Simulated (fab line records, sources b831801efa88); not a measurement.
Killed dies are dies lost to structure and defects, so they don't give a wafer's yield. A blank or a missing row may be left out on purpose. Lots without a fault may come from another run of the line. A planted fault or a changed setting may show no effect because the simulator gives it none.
fab line records | flow gf180mcu
record lots=24 wafers=72 last_day=34
route steps=602 shown CONTACT@311 M2@364 V2@383 M3@412
lots that met no fault: from a run of the same line without faults
start_h: hours from the record's first day to the start of the lot's first wafer shown | wait_h: hours since the lot's step before | " the same as in the row above | L1.1+2: a row that stands for several wafers | - no value, or no start given | * or withheld: withheld | < > ~ a bound
route shown NAME@n: a module of which the file shows steps, and the number in the route of the first | usual: mean/standard deviation of fault-free wafers | same: alike in all rows | chamber/n: place in a boat | sites: the reading at each site | _std_site: their standard deviation | _edge_site: outer sites' mean less inner sites' | radius_mm: how far each site lies from the wafer's centre | mask NAME#n: copy n | behind: the tool/chamber that last shaped the wafer | hold: why the lot was held/for how many hours/how that ended | device: the transistor (n, p or np) that didn't switch | end of line: the same wafers' tests at the end of the route | a step without rows: its recipe alone | killed: dies lost to structure and defects at the first sort, not the wafer's yield | map: a wafer's dies, x killed, . not, _ none there
set.NAME: the setting as run; set.NAME@STEP: as run at that earlier step | model.NAME: the simulator's own value behind a step, which no gauge read
steps of the route over a sample of lots; a table a step, a row a wafer
services: from which hour (start_h, from the record's first day; less than 0 if before it) a tool's chamber was out of use, for how many hours, and why
## steps
# step GF_CONTACT_CVD_24
# recipe material=W target_thk_nm=300 time_s=90.339 temp_c=400 pressure_torr=40
# usual heater_power_w=791/66
# columns lot.wafer tool chamber start_h wait_h heater_power_w
L074.2 cvd_w-02 1 348.49 0.0 790
L074.3 " 1 " " 818
L074.5 " 1 " " 811
L075.3 cvd_w-01 0 363.11 0.1 891
L075.4 " 1 " " 850
L075.5 " 0 " " 900
L076.3 cvd_w-02 0 368.20 0.1 677
L076.4 " 1 " " 800
L076.6 " 0 " " 685
L077.2 cvd_w-01 1 384.97 0.0 840
L077.4 " 1 " " 844
L077.5 " 0 " " 894
L079.1 cvd_w-01 0 405.33 0.0 829
L079.2 " 1 " " 768
L079.3 " 0 " " 852
L078.1 cvd_w-01 0 406.49 0.0 856
L078.2 " 1 " " 781
L078.4 " 0 " " 841
L080.1 cvd_w-02 1 421.44 0.0 815
L080.2 " 0 " " 688
L080.6 " 1 " " 818
L081.1 cvd_w-02 0 423.53 0.0 701
L081.2 " 1 " " 817
L081.4 " 0 " " 692
L082.1 cvd_w-02 1 447.14 0.0 817
L082.2 " 1 " " 803
L082.4 " 1 " " 816
L083.2 cvd_w-02 1 457.46 0.0 802
L083.3 " 1 " " 809
L083.4 " 0 " " 702
L084.2 cvd_w-02 1 468.07 0.0 819
L084.5 " 1 " " 824
L084.6 " 0 " " 679
L085.1 cvd_w-02 1 468.37 0.0 807
L085.2 " 0 " " 690
L085.6 " 0 " " 692
L086.1 cvd_w-02 1 480.97 0.0 802
L086.3 " 1 " " 810
L086.4 " 0 " " 680
L088.1 cvd_w-01 0 491.52 0.0 849
L088.3 " 1 " " 754
L088.4 " 0 " " 855
L087.2 cvd_w-02 1 492.63 0.0 820
L087.4 " 0 " " 687
L087.5 " 0 " " 698
L089.1 cvd_w-02 1 505.83 0.0 802
L089.3 " 1 " " 808
L089.4 " 0 " " 687
L090.1 cvd_w-01 0 505.92 0.0 869
L090.3 " 1 " " 763
L090.5 " 1 " " 765
L091.2 cvd_w-01 1 515.62 0.0 786
L091.4 " 0 " " 831
L091.6 " 1 " " 791
L092.1 cvd_w-01 0 522.38 0.0 867
L092.3 " 0 " " 858
L092.4 " 1 " " 766
L093.1 cvd_w-01 0 528.42 0.0 886
L093.4 " 0 " " 849
L093.5 " 0 " " 851
L094.1 cvd_w-02 1 533.92 0.0 842
L094.4 " 1 " " 817
L094.6 " 0 " " 693
L095.1 cvd_w-02 1 537.67 0.0 827
L095.3 " 0 " " 706
L095.6 " 1 " " 812
L096.2 cvd_w-01 0 543.90 0.1 861
L096.3 " 0 " " 863
L096.4 " 0 " " 860
L097.1 cvd_w-01 0 553.01 0.0 859
L097.4 " 1 " " 773
L097.6 " 1 " " 770
# step GF_M2_SPUTTER_02
# recipe material=AlCu target_thk_nm=450 power_w=10600 time_s=23.9 chamber_pressure_pa=0.4
# usual throttle_valve_pct=30.2/1.2
# columns lot.wafer tool chamber start_h wait_h throttle_valve_pct
L074.2 pvd_sputter-01 - 395.73 0.0 28.8
L074.3 " - " " 28.0
L074.5 " - " " 30.0
L075.3 pvd_sputter-01 - 413.87 0.0 28.3
L075.4 " - " " 29.0
L075.5 " - " " 29.2
L076.3 pvd_sputter-01 - 418.04 0.0 28.0
L076.4 " - " " 30.3
L076.6 " - " " 30.0
L077.2 pvd_sputter-03 - 436.66 0.0 28.6
L077.4 " - " " 30.0
L077.5 " - " " 30.5
L079.1 pvd_sputter-02 - 458.34 0.0 31.4
L079.2 " - " " 30.2
L079.3 " - " " 31.9
L078.1 pvd_sputter-03 - 459.53 0.0 30.0
L078.2 " - " " 28.5
L078.4 " - " " 32.3
L080.1 pvd_sputter-03 - 474.83 0.0 32.1
L080.2 " - " " 30.6
L080.6 " - " " 29.9
L081.1 pvd_sputter-01 - 476.59 0.0 28.3
L081.2 " - " " 29.2
L081.4 " - " " 29.9
L082.1 pvd_sputter-03 - 500.44 0.0 28.7
L082.2 " - " " 30.5
L082.4 " - " " 29.9
L083.2 pvd_sputter-02 - 509.56 0.0 29.8
L083.3 " - " " 31.5
L083.4 " - " " 30.2
L084.2 pvd_sputter-03 - 519.94 0.0 30.4
L084.5 " - " " 32.1
L084.6 " - " " 30.4
L085.1 pvd_sputter-01 - 521.31 0.0 28.3
L085.2 " - " " 30.1
L085.6 " - " " 28.2
L086.1 pvd_sputter-03 - 533.17 0.0 28.7
L086.3 " - " " 30.1
L086.4 " - " " 32.1
L088.1 pvd_sputter-02 - 541.97 0.0 31.6
L088.3 " - " " 31.4
L088.4 " - " " 30.2
L087.2 pvd_sputter-03 - 543.13 0.0 30.5
L087.4 " - " " 30.0
L087.5 " - " " 29.9
L089.1 pvd_sputter-03 - 555.08 0.0 30.1
L089.3 " - " " 32.5
L089.4 " - " " 28.9
L090.1 pvd_sputter-02 - 555.94 0.0 31.7
L090.3 " - " " 31.1
L090.5 " - " " 31.8
L091.2 pvd_sputter-03 - 563.80 0.0 29.9
L091.4 " - " " 28.6
L091.6 " - " " 28.7
L092.1 pvd_sputter-03 - 571.49 0.0 32.6
L092.3 " - " " 30.2
L092.4 " - " " 30.1
L093.1 pvd_sputter-01 - 575.83 0.0 30.4
L093.4 " - " " 30.7
L093.5 " - " " 30.7
L094.1 pvd_sputter-01 - 581.33 0.0 28.1
L094.4 " - " " 30.8
L094.6 " - " " 29.9
L095.1 pvd_sputter-03 - 584.79 0.0 32.1
L095.3 " - " " 30.3
L095.6 " - " " 30.1
L096.2 pvd_sputter-01 - 591.22 0.0 28.4
L096.3 " - " " 30.7
L096.4 " - " " 28.3
L097.1 pvd_sputter-03 - 599.10 0.0 28.9
L097.4 " - " " 30.2
L097.6 " - " " 30.1
# step GF_V2_THK_MEAS_01
# recipe reads=SiO2_of_V2_CVD_00
# usual V2_CVD_00_THK=599/6.3
# columns lot.wafer tool chamber start_h wait_h V2_CVD_00_THK[nm]
L074.2 film_metro-01 - 420.56 0.0 601
L074.3 " - " " 601
L074.5 " - " " 596
L075.3 film_metro-02 - 439.36 0.1 600
L075.4 " - " " 593
L075.5 " - " " 602
L076.3 film_metro-03 - 443.04 0.1 599
L076.4 " - " " 589
L076.6 " - " " 596
L077.2 film_metro-03 - 462.10 0.0 599
L077.4 " - " " 596
L077.5 " - " " 590
L079.1 film_metro-01 - 484.45 0.1 608
L079.2 " - " " 595
L079.3 " - " " 591
L078.1 film_metro-01 - 485.54 0.0 602
L078.2 " - " " 593
L078.4 " - " " 601
L080.1 film_metro-03 - 500.69 0.0 596
L080.2 " - " " 589
L080.6 " - " " 589
L081.1 film_metro-03 - 502.38 0.0 606
L081.2 " - " " 597
L081.4 " - " " 604
L082.1 film_metro-02 - 524.79 0.0 603
L082.2 " - " " 598
L082.4 " - " " 605
L083.2 film_metro-02 - 533.39 0.0 607
L083.3 " - " " 607
L083.4 " - " " 605
L084.2 film_metro-03 - 543.31 0.0 602
L084.5 " - " " 598
L084.6 " - " " 594
L085.1 film_metro-02 - 544.58 0.0 611
L085.2 " - " " 608
L085.6 " - " " 604
L086.1 film_metro-03 - 556.56 0.0 599
L086.3 " - " " 602
L086.4 " - " " 611
L088.1 film_metro-01 - 564.31 0.0 588
L088.3 " - " " 594
L088.4 " - " " 589
L087.2 film_metro-01 - 566.40 0.0 604
L087.4 " - " " 602
L087.5 " - " " 603
L089.1 film_metro-01 - 578.00 0.0 600
L089.3 " - " " 597
L089.4 " - " " 600
L090.1 film_metro-01 - 578.98 0.0 596
L090.3 " - " " 601
L090.5 " - " " 602
L091.2 film_metro-03 - 585.90 0.0 597
L091.4 " - " " 587
L091.6 " - " " 601
L092.1 film_metro-03 - 593.57 0.0 602
L092.3 " - " " 601
L092.4 " - " " 611
L093.1 film_metro-01 - 597.90 0.0 592
L093.4 " - " " 602
L093.5 " - " " 594
L094.1 film_metro-01 - 603.38 0.1 598
L094.4 " - " " 603
L094.6 " - " " 596
L095.1 film_metro-01 - 606.69 0.0 591
L095.3 " - " " 593
L095.6 " - " " 612
L096.2 film_metro-01 - 613.65 0.0 591
L096.3 " - " " 590
L096.4 " - " " 600
L097.1 film_metro-01 - 621.14 0.0 604
L097.4 " - " " 617
L097.6 " - " " 598
# step GF_V2_SPUTTER_22
# recipe material=TiN target_thk_nm=10 chamber_pressure_pa=5 power_w=4000 time_s=40
# usual throttle_valve_pct=30.6/0.96
# columns lot.wafer tool chamber start_h wait_h throttle_valve_pct
L074.2 pvd_sputter-02 - 446.91 0.0 29.9
L074.3 " - " " 30.4
L074.5 " - " " 29.9
L075.3 pvd_sputter-03 - 465.46 0.0 31.9
L075.4 " - " " 29.7
L075.5 " - " " 30.2
L076.3 pvd_sputter-02 - 469.19 0.0 31.7
L076.4 " - " " 30.3
L076.6 " - " " 31.9
L077.2 pvd_sputter-02 - 487.44 0.0 31.5
L077.4 " - " " 31.7
L077.5 " - " " 30.3
L079.1 pvd_sputter-03 - 510.11 0.0 28.9
L079.2 " - " " 30.0
L079.3 " - " " 32.4
L078.1 pvd_sputter-04 - 511.44 0.0 30.3
L078.2 " - " " 30.1
L078.4 " - " " 31.5
L080.1 pvd_sputter-03 - 525.03 0.0 32.2
L080.2 " - " " 28.7
L080.6 " - " " 28.9
L081.1 pvd_sputter-02 - 527.21 0.0 31.7
L081.2 " - " " 31.1
L081.4 " - " " 29.8
L082.1 pvd_sputter-04 - 548.64 0.0 30.8
L082.2 " - " " 31.4
L082.4 " - " " 30.0
L083.2 pvd_sputter-03 - 557.41 0.0 30.4
L083.3 " - " " 32.2
L083.4 " - " " 28.5
L084.2 pvd_sputter-04 - 566.89 0.0 31.3
L084.5 " - " " 30.8
L084.6 " - " " 30.2
L085.1 pvd_sputter-02 - 568.26 0.0 31.6
L085.2 " - " " 31.4
L085.6 " - " " 30.3
L086.1 pvd_sputter-03 - 579.29 0.0 29.9
L086.3 " - " " 30.3
L086.4 " - " " 29.9
L088.1 pvd_sputter-03 - 587.31 0.0 32.4
L088.3 " - " " 28.9
L088.4 " - " " 30.1
L087.2 pvd_sputter-03 - 589.12 0.0 30.0
L087.4 " - " " 28.7
L087.5 " - " " 32.4
L089.1 pvd_sputter-04 - 600.78 0.0 30.1
L089.3 " - " " 31.5
L089.4 " - " " 30.2
L090.1 pvd_sputter-02 - 601.16 0.0 30.4
L090.3 " - " " 31.2
L090.5 " - " " 30.2
L091.2 pvd_sputter-03 - 608.86 0.0 32.5
L091.4 " - " " 30.4
L091.6 " - " " 28.7
L092.1 pvd_sputter-04 - 615.99 0.0 31.5
L092.3 " - " " 29.9
L092.4 " - " " 30.2
L093.1 pvd_sputter-02 - 619.94 0.0 31.1
L093.4 " - " " 30.2
L093.5 " - " " 30.1
L094.1 pvd_sputter-02 - 625.41 0.0 30.3
L094.4 " - " " 31.2
L094.6 " - " " 29.7
L095.1 pvd_sputter-03 - 628.40 0.0 32.2
L095.3 " - " " 30.4
L095.6 " - " " 28.9
L096.2 pvd_sputter-04 - 635.28 0.0 30.4
L096.3 " - " " 31.0
L096.4 " - " " 31.5
L097.1 pvd_sputter-02 - 642.58 0.0 30.0
L097.4 " - " " 32.0
L097.6 " - " " 32.0
# step GF_M3_SPUTTER_03
# recipe material=Ti target_thk_nm=10 substrate_temp_c=300 chamber_pressure_pa=0.3 power_w=3000 time_s=6.7
# usual throttle_valve_pct=30.2/1.1
# columns lot.wafer tool chamber start_h wait_h throttle_valve_pct
L074.2 pvd_sputter-03 - 447.75 0.0 30.2
L074.3 " - " " 32.6
L074.5 " - " " 29.8
L075.3 pvd_sputter-04 - 466.25 0.0 30.9
L075.4 " - " " 31.3
L075.5 " - " " 30.4
L076.3 pvd_sputter-03 - 469.98 0.0 28.8
L076.4 " - " " 30.0
L076.6 " - " " 28.9
L077.2 pvd_sputter-01 - 488.23 0.0 28.3
L077.4 " - " " 30.3
L077.5 " - " " 30.1
L079.1 pvd_sputter-01 - 510.90 0.0 28.8
L079.2 " - " " 31.0
L079.3 " - " " 30.1
L078.1 pvd_sputter-03 - 512.23 0.0 28.8
L078.2 " - " " 32.3
L078.4 " - " " 30.3
L080.1 pvd_sputter-04 - 525.82 0.0 30.7
L080.2 " - " " 31.6
L080.6 " - " " 30.3
L081.1 pvd_sputter-01 - 528.00 0.0 28.3
L081.2 " - " " 30.6
L081.4 " - " " 30.0
L082.1 pvd_sputter-04 - 549.43 0.0 29.8
L082.2 " - " " 31.0
L082.4 " - " " 30.0
L083.2 pvd_sputter-04 - 558.20 0.0 31.5
L083.3 " - " " 30.0
L083.4 " - " " 29.9
L084.2 pvd_sputter-03 - 567.79 0.0 30.5
L084.5 " - " " 32.1
L084.6 " - " " 29.8
L085.1 pvd_sputter-03 - 569.05 0.0 30.5
L085.2 " - " " 32.1
L085.6 " - " " 32.3
L086.1 pvd_sputter-04 - 580.08 0.0 30.0
L086.3 " - " " 31.4
L086.4 " - " " 30.0
L088.1 pvd_sputter-04 - 588.10 0.0 31.2
L088.3 " - " " 30.7
L088.4 " - " " 29.9
L087.2 pvd_sputter-04 - 589.91 0.0 30.1
L087.4 " - " " 30.7
L087.5 " - " " 31.5
L089.1 pvd_sputter-01 - 601.57 0.0 28.0
L089.3 " - " " 30.5
L089.4 " - " " 29.0
L090.1 pvd_sputter-03 - 601.95 0.0 30.2
L090.3 " - " " 29.0
L090.5 " - " " 32.5
L091.2 pvd_sputter-03 - 609.65 0.0 30.5
L091.4 " - " " 30.4
L091.6 " - " " 28.6
L092.1 pvd_sputter-03 - 616.78 0.0 32.6
L092.3 " - " " 28.8
L092.4 " - " " 29.8
L093.1 pvd_sputter-01 - 620.94 0.0 28.1
L093.4 " - " " 28.6
L093.5 " - " " 28.8
L094.1 pvd_sputter-03 - 626.20 0.0 32.2
L094.4 " - " " 29.8
L094.6 " - " " 29.9
L095.1 pvd_sputter-01 - 629.19 0.0 28.4
L095.3 " - " " 30.3
L095.6 " - " " 30.8
L096.2 pvd_sputter-03 - 636.07 0.0 30.4
L096.3 " - " " 28.7
L096.4 " - " " 32.8
L097.1 pvd_sputter-04 - 643.37 0.0 31.6
L097.4 " - " " 29.9
L097.6 " - " " 30.7
# step GF_M3_THK_MEAS_06
# recipe thk_meas_gauge=xrf reads=AlCu_of_M3_SPUTTER_02
# usual M3_ALCU_THK=456/4.6
# columns lot.wafer tool chamber start_h wait_h M3_ALCU_THK[nm]
L074.2 film_metro-04 - 447.94 0.1 457
L074.3 " - " " 458
L074.5 " - " " 453
L075.3 film_metro-04 - 466.45 0.1 456
L075.4 " - " " 453
L075.5 " - " " 452
L076.3 film_metro-04 - 470.18 0.1 467
L076.4 " - " " 463
L076.6 " - " " 466
L077.2 film_metro-02 - 488.42 0.1 460
L077.4 " - " " 455
L077.5 " - " " 450
L079.1 film_metro-04 - 511.08 0.1 464
L079.2 " - " " 463
L079.3 " - " " 459
L078.1 film_metro-02 - 512.41 0.1 467
L078.2 " - " " 468
L078.4 " - " " 463
L080.1 film_metro-02 - 526.00 0.1 449
L080.2 " - " " 457
L080.6 " - " " 455
L081.1 film_metro-03 - 528.18 0.1 454
L081.2 " - " " 461
L081.4 " - " " 449
L082.1 film_metro-03 - 549.61 0.1 456
L082.2 " - " " 452
L082.4 " - " " 449
L083.2 film_metro-02 - 558.39 0.1 451
L083.3 " - " " 452
L083.4 " - " " 450
L084.2 film_metro-02 - 567.98 0.1 455
L084.5 " - " " 461
L084.6 " - " " 455
L085.1 film_metro-04 - 569.23 0.1 453
L085.2 " - " " 455
L085.6 " - " " 456
L086.1 film_metro-02 - 580.26 0.1 451
L086.3 " - " " 456
L086.4 " - " " 455
L088.1 film_metro-04 - 588.28 0.1 465
L088.3 " - " " 448
L088.4 " - " " 455
L087.2 film_metro-03 - 590.10 0.1 450
L087.4 " - " " 448
L087.5 " - " " 456
L089.1 film_metro-02 - 601.75 0.1 453
L089.3 " - " " 457
L089.4 " - " " 456
L090.1 film_metro-04 - 602.13 0.1 452
L090.3 " - " " 452
L090.5 " - " " 455
L091.2 film_metro-02 - 609.84 0.1 457
L091.4 " - " " 457
L091.6 " - " " 459
L092.1 film_metro-02 - 616.96 0.1 453
L092.3 " - " " 451
L092.4 " - " " 448
L093.1 film_metro-03 - 621.12 0.1 459
L093.4 " - " " 454
L093.5 " - " " 457
L094.1 film_metro-03 - 626.38 0.1 460
L094.4 " - " " 456
L094.6 " - " " 459
L095.1 film_metro-02 - 629.37 0.1 458
L095.3 " - " " 454
L095.6 " - " " 461
L096.2 film_metro-02 - 636.26 0.1 452
L096.3 " - " " 458
L096.4 " - " " 453
L097.1 film_metro-04 - 643.55 0.1 458
L097.4 " - " " 458
L097.6 " - " " 454
## services
# columns tool chamber start_h hours kind
pvd_sputter-04 - 327.26 4.4 repair
pvd_sputter-03 - 336.87 1.5 repair
pvd_sputter-01 - 340.60 1.8 repair
cvd_w-01 - 347.39 2.6 repair
pvd_sputter-02 - 373.73 4.7 repair
pvd_sputter-03 0 374.13 - consumable_replace:kit
pvd_sputter-03 0 374.13 18.0 scheduled_down
pvd_sputter-03 0 374.13 18.0 vent_cycle
pvd_sputter-03 - 384.40 8.4 repair
cvd_w-01 - 390.00 14.0 pm
pvd_sputter-04 - 393.13 4.0 repair
cvd_w-01 - 417.88 1.1 repair
cvd_w-02 0 428.44 26.2 repair
cvd_w-01 - 465.67 2.8 pm
pvd_sputter-04 - 497.27 3.0 repair
pvd_sputter-01 - 505.71 3.2 repair
pvd_sputter-02 - 518.23 2.0 repair
cvd_w-01 1 527.55 18.2 repair
pvd_sputter-03 3 566.82 - consumable_replace:kit
pvd_sputter-03 3 566.82 18.0 scheduled_down
pvd_sputter-03 3 566.82 18.0 vent_cycle
pvd_sputter-03 - 575.51 1.8 repair
pvd_sputter-04 - 581.36 0.7 repair
cvd_w-01 - 586.98 6.9 pm
## key
fault none
